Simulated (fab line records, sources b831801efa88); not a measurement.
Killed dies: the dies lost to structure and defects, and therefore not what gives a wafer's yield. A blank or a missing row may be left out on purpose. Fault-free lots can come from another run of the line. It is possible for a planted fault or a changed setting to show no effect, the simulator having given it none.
Which of the tools did it? / flow gf180mcu / 14 lots with 41 wafers sampled at 2 steps, on a route of 602 steps

WHAT THE GAUGES SHOWED, per wafer
GF_M3_OVL_MEAS_15.
lot=L759; measured=day 21 13:46; on=overlay-01; M3_OVL (nm)=4 -2 3
lot=L761; measured=day 22 05:28; on=overlay-01; M3_OVL (nm)=-12 -10 -12
lot=L762; measured=day 22 18:55; on=overlay-02; M3_OVL (nm)=-3 2 -4
lot=L763; measured=day 23 09:11; on=overlay-02; M3_OVL (nm)=-4 -8 1
lot=L765; measured=day 24 01:52; on=overlay-01; M3_OVL (nm)=-4 -5 -12
lot=L768; measured=day 25 08:24; on=overlay-02; M3_OVL (nm)=4 -5 -9
lot=L769; measured=day 25 11:10; on=overlay-02; M3_OVL (nm)=-4 1 1
lot=L770; measured=day 25 15:13; on=overlay-02; M3_OVL (nm)=-5 4 -1
lot=L771; measured=day 25 20:49; on=overlay-01; M3_OVL (nm)=-3 -4 0
lot=L773; measured=day 26 14:16; on=overlay-01; M3_OVL (nm)=5 8 8
lot=L774; measured=day 26 16:47; on=overlay-01; M3_OVL (nm)=-6 -13 -4
lot=L775; measured=day 26 23:08; on=overlay-02; M3_OVL (nm)=-4 4
lot=L780; measured=day 28 17:46; on=overlay-02; M3_OVL (nm)=-1 -5 0
lot=L781; measured=day 28 18:26; on=overlay-01; M3_OVL (nm)=-13 -6 -10

EACH LOT AND THE TOOL THAT RAN IT (in order: tool; ch and the chambers of the sampled wafers; start)
lot=L759; GF_M3_SPUTTER_02=pvd_sputter-01, day 20 13:59
lot=L761; GF_M3_SPUTTER_02=pvd_sputter-02, day 21 06:02
lot=L762; GF_M3_SPUTTER_02=pvd_sputter-03, day 21 19:31
lot=L763; GF_M3_SPUTTER_02=pvd_sputter-01, day 22 10:45
lot=L765; GF_M3_SPUTTER_02=pvd_sputter-03, day 23 02:59
lot=L768; GF_M3_SPUTTER_02=pvd_sputter-01, day 24 10:24
lot=L769; GF_M3_SPUTTER_02=pvd_sputter-02, day 24 13:31
lot=L770; GF_M3_SPUTTER_02=pvd_sputter-03, day 24 16:57
lot=L771; GF_M3_SPUTTER_02=pvd_sputter-01, day 24 23:20
lot=L773; GF_M3_SPUTTER_02=pvd_sputter-03, day 25 17:07
lot=L774; GF_M3_SPUTTER_02=pvd_sputter-01, day 25 19:55
lot=L775; GF_M3_SPUTTER_02=pvd_sputter-02, day 26 02:22
lot=L780; GF_M3_SPUTTER_02=pvd_sputter-03, day 27 22:25
lot=L781; GF_M3_SPUTTER_02=pvd_sputter-01, day 27 23:04
- GF_M3_SPUTTER_02: material AlCu, target thk 450 nm, time 23.9 s.

WHAT THE TOOLS THEMSELVES READ (means of the sampled wafers that have a number; where no wafer has one, the mark that the record gives instead)
GF_M3_SPUTTER_02.
lot=L759; tool=pvd_sputter-01; throttle_valve_pct (%)=30.3
lot=L761; tool=pvd_sputter-02; throttle_valve_pct (%)=28.7
lot=L762; tool=pvd_sputter-03; throttle_valve_pct (%)=29.3
lot=L763; tool=pvd_sputter-01; throttle_valve_pct (%)=30.3
lot=L765; tool=pvd_sputter-03; throttle_valve_pct (%)=29.1
lot=L768; tool=pvd_sputter-01; throttle_valve_pct (%)=30.7
lot=L769; tool=pvd_sputter-02; throttle_valve_pct (%)=29.0
lot=L770; tool=pvd_sputter-03; throttle_valve_pct (%)=29.3
lot=L771; tool=pvd_sputter-01; throttle_valve_pct (%)=29.9
lot=L773; tool=pvd_sputter-03; throttle_valve_pct (%)=29.2
lot=L774; tool=pvd_sputter-01; throttle_valve_pct (%)=30.4
lot=L775; tool=pvd_sputter-02; throttle_valve_pct (%)=29.4
lot=L780; tool=pvd_sputter-03; throttle_valve_pct (%)=29.0
lot=L781; tool=pvd_sputter-01; throttle_valve_pct (%)=30.6

THE ANSWER, worked out from the rows above alone
Rule: what is usual is taken from the lots themselves. The widest of any qualifying gaps counts: lots, ordered by their means at a reading, are off when they make up no more than a third of the lots, leave a main group of 4 or more, and stand apart from it by 3 or more times the standard deviation of that group's means. A main group is skipped when, at the precision printed for the reading in the tables above, its means are all equal. A lot without any number at a reading at which 4 lots or more have one is off too. Any other lot the step has rows for is counted as sound. The gauges are gone through in route order, then the tools' own readings, and for those a lot's mean is taken as printed above. The first step at which some lot is off is used, and at that step the reading that is off furthest; a lot without a number counts as furthest.
Nothing can be told from this: no lot is off at any reading shown.

WHAT HAD BEEN PUT IN BY THE SIMULATOR
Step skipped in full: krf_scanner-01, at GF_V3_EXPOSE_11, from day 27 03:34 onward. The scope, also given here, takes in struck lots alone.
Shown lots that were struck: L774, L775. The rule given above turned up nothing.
